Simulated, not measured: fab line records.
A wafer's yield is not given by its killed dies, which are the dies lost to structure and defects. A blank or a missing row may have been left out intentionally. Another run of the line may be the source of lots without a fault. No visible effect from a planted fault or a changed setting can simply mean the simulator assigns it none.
Which tool was responsible?    flow gf180mcu    33 wafers from 11 lots sampled at 5 of the route's 602 steps

WHAT THE GAUGES SHOWED, per wafer
GF_PASSIVATION_THK_MEAS_01. Usual: for PASSIVATION_CVD_00_THK the level is 1000 nm and the standard deviation is 13.
lot   measured      on             PASSIVATION_CVD_00_THK (nm)  flag
L988  day 27 23:31  film-metro-01  981 978 998                  
L989  day 28 07:15  film-metro-01  984 978 986                  
L993  day 29 18:27  film-metro-01  969 994 1007                 
L994  day 29 21:31  film-metro-01  988 1015 1022                
L997  day 30 22:31  film-metro-04  879 1031 867                 OFF
L999  day 31 11:15  film-metro-02  976 994 866                  OFF
L100  day 31 21:52  film-metro-02  977 993 993                  
L107  day 33 10:07  film-metro-01  988 997 1007                 
L108  day 33 16:21  film-metro-01  991 995 999                  
L110  day 34 05:35  film-metro-02  997 994 1020                 
L111  day 34 11:00  film-metro-01  1009 997 1023                

EACH LOT AND THE TOOL THAT RAN IT (in order: tool; ch and the chambers of the sampled wafers; start)
lot   GF_V5_ETCH_17                                  GF_V5_SPUTTER_21              GF_TOP_METAL_SPUTTER_04       GF_PASSIVATION_CVD_00
L988  rie-diel-04 ch 1,2,3, day 27 01:23 or earlier  pvd-sputter-01, day 27 01:23  pvd-sputter-02, day 27 02:16  pecvd-04 ch 1,2, day 27 23:23
L989  rie-diel-01 ch 0,2,3, day 27 09:36 or earlier  pvd-sputter-01, day 27 09:36  pvd-sputter-04, day 27 10:29  pecvd-04 ch 0,1, day 28 07:10
L993  rie-diel-01 ch 0,1, day 28 21:36 or earlier    pvd-sputter-03, day 28 21:36  pvd-sputter-02, day 28 22:29  pecvd-02 ch 1,2, day 29 18:22
L994  rie-diel-04 ch 0,2,3, day 29 00:36 or earlier  pvd-sputter-03, day 29 00:36  pvd-sputter-01, day 29 01:29  pecvd-03 ch 1,2, day 29 21:25
L997  rie-diel-01 ch 2,3, day 30 02:05 or earlier    pvd-sputter-01, day 30 02:05  pvd-sputter-04, day 30 02:58  pecvd-03 ch 0,1, day 30 22:25
L999  rie-diel-02 ch 1,2,3, day 30 15:57 or earlier  pvd-sputter-03, day 30 15:57  pvd-sputter-04, day 30 16:50  pecvd-03 ch 0,1, day 31 11:10
L100  rie-diel-01 ch 1,2,3, day 31 01:51 or earlier  pvd-sputter-01, day 31 01:51  pvd-sputter-02, day 31 02:52  pecvd-04 ch 0,1, day 31 21:46
L107  rie-diel-02 ch 1,3, day 32 16:45 or earlier    pvd-sputter-03, day 32 16:45  pvd-sputter-04, day 32 17:38  pecvd-04 ch 1,2, day 33 10:02
L108  rie-diel-02 ch 1,3, day 32 22:29 or earlier    pvd-sputter-01, day 32 22:29  pvd-sputter-02, day 32 23:22  pecvd-04 ch 0,1,2, day 33 16:16
L110  rie-diel-04 ch 0,1,3, day 33 12:08 or earlier  pvd-sputter-01, day 33 12:08  pvd-sputter-04, day 33 13:14  pecvd-03 ch 0,1, day 34 05:30
L111  rie-diel-01 ch 0,1, day 33 17:56 or earlier    pvd-sputter-01, day 33 17:56  pvd-sputter-01, day 33 18:50  pecvd-03 ch 0,1,2, day 34 10:55
- GF_V5_ETCH_17: etches SiO2 in C4F8/O2/Ar, stops on TiN, target depth 855 nm.
- GF_V5_SPUTTER_21: material Ti, target thk 15 nm, time 80.02 s.
- GF_TOP_METAL_SPUTTER_04: material TiN, target thk 25 nm, time 20.8 s.
- GF_PASSIVATION_CVD_00: deposits SiO2 from TEOS, target thk 1000 nm, time 111.95 s.

WHAT THE TOOLS THEMSELVES READ (means of the sampled wafers that have a number; where no wafer has one, the mark that the record gives instead)
GF_V5_ETCH_17. Usual: oes-product-au 0.860 a.u., standard deviation 0.0041.
lot   tool         oes-product-au (a.u.)  flag
L988  rie-diel-04  0.861                  
L989  rie-diel-01  0.860                  
L993  rie-diel-01  0.857                  
L994  rie-diel-04  0.860                  
L997  rie-diel-01  0.858                  
L999  rie-diel-02  0.863                  
L100  rie-diel-01  0.861                  
L107  rie-diel-02  0.860                  
L108  rie-diel-02  0.858                  
L110  rie-diel-04  0.858                  
L111  rie-diel-01  0.858                  

GF_V5_SPUTTER_21. Usual: cathode-dc-power-W 2500.0 W, standard deviation 0.5; throttle-valve-pct 30.0 %, standard deviation 0.97.
lot   tool            cathode-dc-power-W (W)  throttle-valve-pct (%)  flag
L988  pvd-sputter-01  2499.8                  30.3                    
L989  pvd-sputter-01  2500.0                  29.8                    
L993  pvd-sputter-03  2499.8                  30.5                    
L994  pvd-sputter-03  2499.9                  30.5                    
L997  pvd-sputter-01  2499.9                  30.2                    
L999  pvd-sputter-03  2499.5                  30.8                    
L100  pvd-sputter-01  2500.1                  30.9                    
L107  pvd-sputter-03  2500.1                  31.2                    
L108  pvd-sputter-01  2500.0                  29.9                    
L110  pvd-sputter-01  2499.6                  29.2                    
L111  pvd-sputter-01  2500.3                  30.4                    

GF_TOP_METAL_SPUTTER_04. Usual: cathode-dc-power-W 6500.0 W, standard deviation 1.2; throttle-valve-pct 29.7 %, standard deviation 1.
lot   tool            cathode-dc-power-W (W)  throttle-valve-pct (%)  flag
L988  pvd-sputter-02  6500.0                  30.3                    
L989  pvd-sputter-04  6500.3                  28.8                    
L993  pvd-sputter-02  6500.4                  29.2                    
L994  pvd-sputter-01  6500.6                  29.8                    
L997  pvd-sputter-04  6500.2                  28.9                    
L999  pvd-sputter-04  6500.1                  30.2                    
L100  pvd-sputter-02  6500.3                  29.6                    
L107  pvd-sputter-04  6500.2                  29.3                    
L108  pvd-sputter-02  6499.9                  30.0                    
L110  pvd-sputter-04  6500.1                  28.4                    
L111  pvd-sputter-01  6501.1                  30.4                    

GF_PASSIVATION_CVD_00. Usual: heater-power-w 648 W, standard deviation 95; run-length-s 139.9 s, standard deviation 0.41.
lot   tool      heater-power-w (W)  run-length-s (s)  flag
L988  pecvd-04  705                 139.8             
L989  pecvd-04  645                 139.8             
L993  pecvd-02  714                 139.6             
L994  pecvd-03  635                 140.1             
L997  pecvd-03  540                 129.0             OFF
L999  pecvd-03  549                 134.6             OFF
L100  pecvd-04  588                 139.8             
L107  pecvd-04  708                 140.5             
L108  pecvd-04  664                 139.9             
L110  pecvd-03  577                 139.9             
L111  pecvd-03  582                 139.9             

THE ANSWER, worked out from the rows above alone
Rule: lot off if the mean of its wafers having a number is beyond 3 standard deviations from the usual mean. Also off: a lot with no number at a reading for which 4 or more lots have one. All remaining lots with rows at the step are treated as sound. After the gauges, taken in route order, come the tools' own readings; for these a lot's mean is taken, as printed above. At the first step where some lot is off, the reading lying furthest off is the one used; lots without a number count as furthest.
Off: L997, L999, at GF_PASSIVATION_THK_MEAS_01 (PASSIVATION_CVD_00_THK).
If a tool, at a process step before that reading, ran all the lots that are off and no sound lot after the first of them, it fits. The gauges at GF_PASSIVATION_THK_MEAS_01 aren't tried: what is off there is off at GF_PASSIVATION_CVD_00 too, on other tools, and a gauge's error can't cause that. GF_V5_ETCH_17: start missing for some lots; hours and lot order therefore follow GF_V5_SPUTTER_21. Not one of the candidates tried fits.

WHAT HAD BEEN PUT IN BY THE SIMULATOR
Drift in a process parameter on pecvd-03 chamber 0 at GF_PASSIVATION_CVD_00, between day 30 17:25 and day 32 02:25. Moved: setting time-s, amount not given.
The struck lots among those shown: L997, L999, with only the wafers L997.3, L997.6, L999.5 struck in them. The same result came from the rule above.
